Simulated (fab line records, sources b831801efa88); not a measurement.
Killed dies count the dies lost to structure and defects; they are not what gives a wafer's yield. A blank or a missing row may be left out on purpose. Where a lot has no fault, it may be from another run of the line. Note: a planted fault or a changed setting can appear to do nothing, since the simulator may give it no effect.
The tool behind it: which one? + flow sky130 + route of 708 steps, sampled at 1 step: 7 lots, 21 wafers

## WHAT THE GAUGES SHOWED, per wafer
SKY_VT_ADJUST_LVTN_OVL_MEAS_18.
| lot  | measured     | on         | VT_ADJUST_LVTN_01_OVL (nm) |
|------|--------------|------------|----------------------------|
| L274 | day 8 09:07  | overlay-02 | -1.3 0.5 -0.7              |
| L276 | day 8 19:34  | overlay-02 | -0.5 -1.6 -0.7             |
| L278 | day 9 13:31  | overlay-01 | 1.7 1.9 0.4                |
| L288 | day 12 07:49 | overlay-01 | 1.9 0.8 1.3                |
| L290 | day 12 23:19 | overlay-01 | 3.0 1.3 1.6                |
| L293 | day 13 19:40 | overlay-02 | 1.5 0.3 0.1                |
| L295 | day 14 08:52 | overlay-02 | 1.2 0.2 1.0                |

## WHAT TOOL EACH LOT RAN ON (gives the tool, then ch and the chambers of the sampled wafers, and finally the start)
Before these readings, the record contains no process step.

## THE ANSWER, worked out from the rows above alone
Rule: the usual values come from the lots themselves. Put in order of their means at a reading, lots are off if they are a third of the lots or fewer, leave a main group of 4 or more, and stand apart from it by a gap of 3 or more times the standard deviation of the main group's means; of several such gaps the widest counts. The tables above print the reading to a certain number of digits; a main group whose means all agree to those digits is not used. A lot without any number at a reading at which 4 lots or more have one is off too. Any other lot the step has rows for is counted as sound.
Nothing can be told from this: no lot is off at any reading shown.

## WHAT WAS PUT IN BY THE SIMULATOR
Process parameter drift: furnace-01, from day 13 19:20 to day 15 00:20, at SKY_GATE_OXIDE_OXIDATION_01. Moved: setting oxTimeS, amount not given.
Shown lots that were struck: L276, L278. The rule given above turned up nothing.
